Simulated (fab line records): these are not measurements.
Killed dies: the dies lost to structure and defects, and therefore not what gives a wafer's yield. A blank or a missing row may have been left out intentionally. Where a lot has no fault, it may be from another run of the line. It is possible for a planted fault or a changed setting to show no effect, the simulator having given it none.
Chamber matching + flow sky130 + rie diel-04 running SKY_PASSIVATION_ETCH_11: 4 sister chambers
The step etches the open film in CF4/O2, stops on AlCu, target depth 725 nm, time 161.1 s. 18 wafers are shown with their chamber, then 9 later ones without.

## WAFERS, EACH WITH ITS CHAMBER
| wafer  | chamber | drypump motor current A (A) | oes product au (a.u.) | bias w (W) |
|--------|---------|-----------------------------|-----------------------|------------|
| L074.1 | 2       | 5.5                         | 0.973                 | 150.0      |
| L074.3 | 3       | 6.1                         | 0.977                 | 150.2      |
| L074.4 | 0       | 5.5                         | 0.988                 | 149.2      |
| L076.3 | 2       | 5.5                         | 0.978                 | 149.7      |
| L076.4 | 1       | 6.1                         | 0.984                 | 151.0      |
| L076.6 | 0       | 5.5                         | 0.984                 | 149.8      |
| L075.1 | 2       | 5.5                         | 0.973                 | 150.9      |
| L075.2 | 1       | 6.1                         | 0.981                 | 150.9      |
| L075.5 | 0       | 5.4                         | 0.981                 | 149.9      |
| L079.1 | 2       | 5.5                         | 0.967                 | 150.0      |
| L079.3 | 3       | 6.1                         | 0.984                 | 150.6      |
| L079.5 | 0       | 5.5                         | 0.985                 | 149.8      |
| L087.3 | 3       | 6.1                         | 0.967                 | 149.6      |
| L087.5 | 3       | 6.1                         | 0.977                 | 149.2      |
| L087.6 | 0       | 5.5                         | 0.975                 | 150.8      |
| L088.2 | 2       | 5.6                         | 0.979                 | 150.1      |
| L088.4 | 1       | 6.1                         | 0.980                 | 150.1      |
| L088.5 | 2       | 5.5                         | 0.982                 | 149.8      |

SIGNATURES (averages over the wafers above)
| reading                 | chamber 0 | chamber 1 | chamber 2 | chamber 3 | scatter within a chamber |
|-------------------------|-----------|-----------|-----------|-----------|--------------------------|
| drypump motor current A | 5.480     | 6.100     | 5.517     | 6.100     | 0.0342                   |
| oes product au          | 0.98260   | 0.98167   | 0.97533   | 0.97625   | 0.00533                  |
| bias w                  | 149.900   | 150.667   | 150.083   | 149.900   | 0.526                    |
Rule: distance of a wafer from a chamber = root of the sum over the readings of ((wafer's reading minus chamber's mean) / reading's scatter) squared. The wafer belongs to the nearest chamber; if the next one is less than 2 further off, it can't be placed. The scatter: the root of (the sum of the squares of (reading less its chamber's mean) over the shown wafers, divided by (wafers less chambers)).

## WAFERS MISSING THEIR CHAMBER
| wafer  | drypump motor current A (A) | oes product au (a.u.) | bias w (W) |
|--------|-----------------------------|-----------------------|------------|
| L091.2 | 5.5                         | 0.983                 | 149.7      |
| L091.3 | 5.5                         | 0.986                 | 150.1      |
| L091.4 | 5.5                         | 0.976                 | 149.0      |
| L095.2 | 5.5                         | 0.973                 | 149.7      |
| L095.5 | 5.5                         | 0.978                 | 150.4      |
| L095.6 | 5.5                         | 0.979                 | 149.8      |
| L097.1 | 5.5                         | 0.976                 | 150.1      |
| L097.2 | 6.1                         | 0.985                 | 149.6      |
| L097.4 | 5.5                         | 0.989                 | 150.4      |

## WHICH CHAMBER EACH ONE RAN IN
| wafer  | from the rows above     | in truth |
|--------|-------------------------|----------|
| L091.2 | can't be placed: 0 or 2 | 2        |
| L091.3 | can't be placed: 0 or 2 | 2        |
| L091.4 | can't be placed: 2 or 0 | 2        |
| L095.2 | can't be placed: 2 or 0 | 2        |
| L095.5 | can't be placed: 2 or 0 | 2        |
| L095.6 | can't be placed: 0 or 2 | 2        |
| L097.1 | can't be placed: 2 or 0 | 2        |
| L097.2 | can't be placed: 3 or 1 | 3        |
| L097.4 | can't be placed: 0 or 2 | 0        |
Correct placement for 0 of the 9. Unplaceable from these rows: 9, with the true chamber sitting among the candidates in 9. Placed wrongly: 0.
